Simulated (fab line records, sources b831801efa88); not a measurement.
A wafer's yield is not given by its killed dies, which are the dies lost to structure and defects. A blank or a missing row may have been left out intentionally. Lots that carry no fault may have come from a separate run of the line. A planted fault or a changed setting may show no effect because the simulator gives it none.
Which tool did it? + flow gf180mcu + 13 lots with 39 wafers sampled at 5 steps, on a route of 602 steps

## WHAT THE GAUGES SHOWED, per wafer
GF_M4_OVL_MEAS_15. Usual: M4_OVL gives -2 nm (standard deviation 6.3).
| lot  | measured     | on         | M4_OVL (nm) | flag |
|------|--------------|------------|-------------|------|
| L765 | day 24 02:43 | overlay-02 | 5 6 2       |      |
| L767 | day 24 18:43 | overlay-01 | 6 -5 -3     |      |
| L769 | day 25 09:59 | overlay-01 | 4 6 11      |      |
| L768 | day 25 11:20 | overlay-01 | 4 -1 -7     |      |
| L770 | day 26 02:31 | overlay-01 | -5 -6 -7    |      |
| L774 | day 27 03:50 | overlay-02 | -3 -13 -10  |      |
| L776 | day 27 23:37 | overlay-02 | -7 -5 -6    |      |
| L781 | day 29 02:22 | overlay-02 | -3 -8 -5    |      |
| L780 | day 29 02:58 | overlay-01 | 5 2 9       |      |
| L782 | day 29 11:43 | overlay-01 | 0 2 2       |      |
| L783 | day 29 20:13 | overlay-02 | -10 -6 -4   |      |
| L784 | day 30 06:37 | overlay-02 | -3 -7 -6    |      |
| L785 | day 30 09:16 | overlay-02 | 7 3 -2      |      |

GF_V4_RS_MEAS_24: uses a four-point probe to measure. Usual: V4_W_RS gives 0.331 ohm/sq (standard deviation 0.0037).
| lot  | measured     | on            | V4_W_RS (ohm/sq)  | flag |
|------|--------------|---------------|-------------------|------|
| L765 | day 25 03:26 | film-metro-01 | 0.330 0.328 0.333 |      |
| L767 | day 25 17:50 | film-metro-03 | 0.328 0.330 0.325 |      |
| L769 | day 26 08:40 | film-metro-03 | 0.329 0.333 0.332 |      |
| L768 | day 26 10:59 | film-metro-01 | 0.329 0.327 0.329 |      |
| L770 | day 27 01:43 | film-metro-02 | 0.335 0.334 0.331 |      |
| L774 | day 28 02:04 | film-metro-01 | 0.326 0.326 0.330 |      |
| L776 | day 28 21:06 | film-metro-01 | 0.328 0.322 0.332 |      |
| L781 | day 29 23:01 | film-metro-01 | 0.325 0.329 0.327 |      |
| L780 | day 30 00:11 | film-metro-01 | 0.308 0.309 0.310 | OFF  |
| L782 | day 30 08:29 | film-metro-03 | 0.311 0.309 0.316 | OFF  |
| L783 | day 30 16:27 | film-metro-03 | 0.336 0.334 0.335 |      |
| L784 | day 31 02:58 | film-metro-01 | 0.329 0.329 0.330 |      |
| L785 | day 31 05:47 | film-metro-01 | 0.326 0.327 0.333 |      |

GF_V4_THK_MEAS_25: measures by xrf. Usual: V4_W_THK gives 351 nm (standard deviation 5.7).
| lot  | measured     | on            | V4_W_THK (nm) | flag |
|------|--------------|---------------|---------------|------|
| L765 | day 25 03:33 | film-metro-01 | 345 347 343   |      |
| L767 | day 25 17:56 | film-metro-03 | 360 356 362   |      |
| L769 | day 26 08:46 | film-metro-03 | 357 352 357   |      |
| L768 | day 26 11:06 | film-metro-01 | 347 348 348   |      |
| L770 | day 27 01:50 | film-metro-02 | 343 346 349   |      |
| L774 | day 28 02:10 | film-metro-01 | 358 355 352   |      |
| L776 | day 28 21:13 | film-metro-01 | 353 361 349   |      |
| L781 | day 29 23:08 | film-metro-01 | 352 347 350   |      |
| L780 | day 30 00:18 | film-metro-01 | 375 373 375   | OFF  |
| L782 | day 30 08:34 | film-metro-03 | 381 382 375   | OFF  |
| L783 | day 30 16:34 | film-metro-03 | 351 355 352   |      |
| L784 | day 31 03:05 | film-metro-01 | 348 348 346   |      |
| L785 | day 31 05:54 | film-metro-01 | 349 350 343   |      |

## EACH LOT AND THE TOOL THAT RAN IT (in order: tool; ch and the chambers of the sampled wafers; start)
| lot  | GF_V4_CMP_04                  | GF_V4_CVD_23                  |
|------|-------------------------------|-------------------------------|
| L765 | cmp-02 ch 1,2,3, day 24 03:40 | cvd-w-02 ch 0,1, day 25 03:19 |
| L767 | cmp-01 ch 0,1, day 24 19:42   | cvd-w-02 ch 0,1, day 25 17:44 |
| L769 | cmp-02 ch 2,3, day 25 11:02   | cvd-w-02 ch 0,1, day 26 08:33 |
| L768 | cmp-01 ch 0,1,3, day 25 12:23 | cvd-w-01 ch 1, day 26 10:52   |
| L770 | cmp-02 ch 1,3, day 26 03:37   | cvd-w-01 ch 0,1, day 27 01:37 |
| L774 | cmp-01 ch 0,1,2, day 27 04:55 | cvd-w-01 ch 0, day 28 01:54   |
| L776 | cmp-02 ch 0,1,3, day 28 00:41 | cvd-w-02 ch 0,1, day 28 20:58 |
| L781 | cmp-01 ch 1,2,3, day 29 03:25 | cvd-w-01 ch 0,1, day 29 22:54 |
| L780 | cmp-01 ch 1,2,3, day 29 04:05 | cvd-w-02 ch 1, day 29 23:58   |
| L782 | cmp-02 ch 2,3, day 29 12:42   | cvd-w-02 ch 0,1, day 30 08:21 |
| L783 | cmp-02 ch 0,1,2, day 29 21:16 | cvd-w-01 ch 0,1, day 30 16:19 |
| L784 | cmp-01 ch 1,2, day 30 07:42   | cvd-w-01 ch 0,1, day 31 02:50 |
| L785 | cmp-02 ch 2,3, day 30 10:14   | cvd-w-01 ch 0, day 31 05:39   |
- GF_V4_CMP_04: polishes SiO2.
- GF_V4_CVD_23: deposits W, target thk 350 nm, time 104.9 s.

## WHAT THE TOOLS THEMSELVES READ (means of the sampled wafers that have a number; where no wafer has one, the mark that the record gives instead)
GF_V4_CMP_04. Usual: motor-current-A 12.5 A, standard deviation 1; time-to-endpoint-s 82 s, standard deviation 6.
| lot  | tool   | motor-current-A (A) | time-to-endpoint-s (s) | flag |
|------|--------|---------------------|------------------------|------|
| L765 | cmp-02 | 12.6                | 79                     |      |
| L767 | cmp-01 | 12.9                | 82                     |      |
| L769 | cmp-02 | 12.6                | 81                     |      |
| L768 | cmp-01 | 11.7                | 76                     |      |
| L770 | cmp-02 | 12.4                | 83                     |      |
| L774 | cmp-01 | 12.4                | 85                     |      |
| L776 | cmp-02 | 13.4                | 92                     |      |
| L781 | cmp-01 | 11.5                | 81                     |      |
| L780 | cmp-01 | 11.7                | 79                     |      |
| L782 | cmp-02 | 13.0                | 90                     |      |
| L783 | cmp-02 | 13.0                | 88                     |      |
| L784 | cmp-01 | 12.1                | 82                     |      |
| L785 | cmp-02 | 13.0                | 84                     |      |

GF_V4_CVD_23. Usual: chamber-pressure-Torr 40.02 Torr, standard deviation 0.085; heater-power-w 903 W, standard deviation 86.
| lot  | tool     | chamber-pressure-Torr (Torr) | heater-power-w (W) | flag |
|------|----------|------------------------------|--------------------|------|
| L765 | cvd-w-02 | 40.00                        | 943                |      |
| L767 | cvd-w-02 | 40.06                        | 948                |      |
| L769 | cvd-w-02 | 39.87                        | 949                |      |
| L768 | cvd-w-01 | 39.95                        | 855                |      |
| L770 | cvd-w-01 | 39.99                        | 822                |      |
| L774 | cvd-w-01 | 39.97                        | 807                |      |
| L776 | cvd-w-02 | 40.00                        | 990                |      |
| L781 | cvd-w-01 | 40.07                        | 824                |      |
| L780 | cvd-w-02 | 45.65                        | 1029               | OFF  |
| L782 | cvd-w-02 | 45.54                        | 945                | OFF  |
| L783 | cvd-w-01 | 40.05                        | 829                |      |
| L784 | cvd-w-01 | 40.00                        | 854                |      |
| L785 | cvd-w-01 | 40.14                        | 822                |      |

## THE ANSWER, worked out from the rows above alone
Rule: lot off if the mean of its wafers having a number is beyond 3 standard deviations from the usual mean. Also off: a lot with no number at a reading for which 4 or more lots have one. All remaining lots with rows at the step are treated as sound. After the gauges, taken in route order, come the tools' own readings; for these a lot's mean is taken, as printed above. The first step at which some lot is off is used, and at that step the reading that is off furthest; a lot without a number counts as furthest.
Off: at GF_V4_RS_MEAS_24 (V4_W_RS), L780, L782.
A tool fits if, at a process step before that reading, it ran every lot that is off, and no sound lot after the first of them. The gauges at GF_V4_RS_MEAS_24 aren't tried: what is off there is off at GF_V4_CVD_23 too, on other tools, and a gauge's error can't cause that. One fits: GF_V4_CVD_23 on cvd-w-02. Its last sound lot is L776 (day 28 20:58), its first lot that is off L780 (day 29 23:58): a fault that began between those two fits.
The tool's own readings at GF_V4_CVD_23 bear it out: on the lots that are off they differ by more than 5 times the standard deviation of the sound lots' means. chamber-pressure-Torr reads 45.59 Torr there against 40.01 Torr on the sound lots.

## WHAT THE SIMULATOR HAD INSERTED
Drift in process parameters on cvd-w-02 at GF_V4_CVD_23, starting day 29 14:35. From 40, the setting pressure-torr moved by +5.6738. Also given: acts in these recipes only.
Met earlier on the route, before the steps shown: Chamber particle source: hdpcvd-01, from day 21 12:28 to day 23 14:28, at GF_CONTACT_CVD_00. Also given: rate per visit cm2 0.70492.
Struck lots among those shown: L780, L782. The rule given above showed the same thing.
